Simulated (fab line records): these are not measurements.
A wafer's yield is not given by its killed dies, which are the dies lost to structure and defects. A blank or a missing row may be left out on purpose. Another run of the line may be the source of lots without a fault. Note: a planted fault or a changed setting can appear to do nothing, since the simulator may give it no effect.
Problem report in the 8D (eight disciplines) form, filled by code | flow sfq line | the parts of the form that need people (team, actions taken, sign-off) are left out

== 1. THE ISSUE ==
Wafers without a fault read 700.0 nm, standard deviation 1.5; cd nm at SFQ_TRILAYER_JJ_CE_METRO_MEASURE_117 reads a mean of 686.5 nm on 3 wafers belonging to 3 lots. That is -9.0 standard deviations from the usual mean.
Earliest sighting: wafer L763.5 on cd sem-02 at day 45 20:05. The record has a number at this step for 43 wafers belonging to 15 lots. By rule, "out" or "out of limits" means more than 4 standard deviations away from the usual mean. All remaining wafers that have a number are taken as sound.

== 2. WHAT IT IS, AND WHAT IT ISN'T ==
question                    | is                     | is not
which readings at this step | cd nm                  | -
which lots                  | L763, L764, L766       | L748, L749, L750, L752, L753, L755, L756, L757, L767, L769, L770, L771
which wafers of those lots  | L763.5, L764.2, L766.2 | L763.1, L763.4, L764.4, L766.1
read on which tools         | cd sem-01, cd sem-02   | -
when                        | from day 45 20:05      | up to then (26 sound wafers); but 14 sound wafers of L764, L766, L767, L769, L770, L771 came after

== 3. WHAT RULES OUT EACH SUSPECT ==
Counting: if a tool at a process step up to the reading ran every lot that is out, it stays a suspect. Sound lots after the first of them don't rule it out here, since some wafers of a struck lot are sound.
- litho track-03 at SFQ_TRILAYER_JJ_CE_LITHO_PEB_117 (peb time 60 s): kept. Every lot that is out went through it, the first being L763 (day 45 19:44); the last sound lot it ran before that was L756 (day 43 05:22).
Left after counting: litho track-03 at SFQ_TRILAYER_JJ_CE_LITHO_PEB_117.

== 4. THE CAUSE (what the simulator had put in) ==
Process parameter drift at SFQ_TRILAYER_JJ_CE_LITHO_PEB_117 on litho track-03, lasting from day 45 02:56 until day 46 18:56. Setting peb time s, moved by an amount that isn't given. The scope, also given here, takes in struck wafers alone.
After counting, this tool was the only one left.

== 5. THE CHAIN OF EFFECTS, in route order ==
Each row: a reading where the mean over the struck wafers with a number is more than 3 standard deviations away from the usual. Only readings for which the record gives a usual standard deviation are gone through. hours: the time from each lot's start at the first step in this table that gives one to its start at this step, as a median over the lots. sigmas: the change in usual standard deviations.
hours | step                                 | reading | usual    | on struck wafers | change | sigmas
0     | SFQ_TRILAYER_JJ_CE_METRO_MEASURE_117 | cd nm   | 700.0 nm | 686.5            | -13.5  | -9.0
The process steps in it:
- SFQ_TRILAYER_JJ_CE_METRO_MEASURE_117

== 6. HOW IT WOULD HAVE BEEN CAUGHT EARLIER ==
In this record the first reading out of limits was taken at day 45 20:05, 17 hours after the fault began at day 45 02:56.
Of the tool readings at SFQ_TRILAYER_JJ_CE_LITHO_PEB_117 for which the record gives a usual standard deviation, none was out on any struck wafer, so an alarm limit of 4 standard deviations on them would not have fired.
Of the lots that are out (3), L764, L766 began SFQ_TRILAYER_JJ_CE_LITHO_PEB_117 on litho track-03 after day 45 20:05. A hold on the tool at that time would have spared those 2.
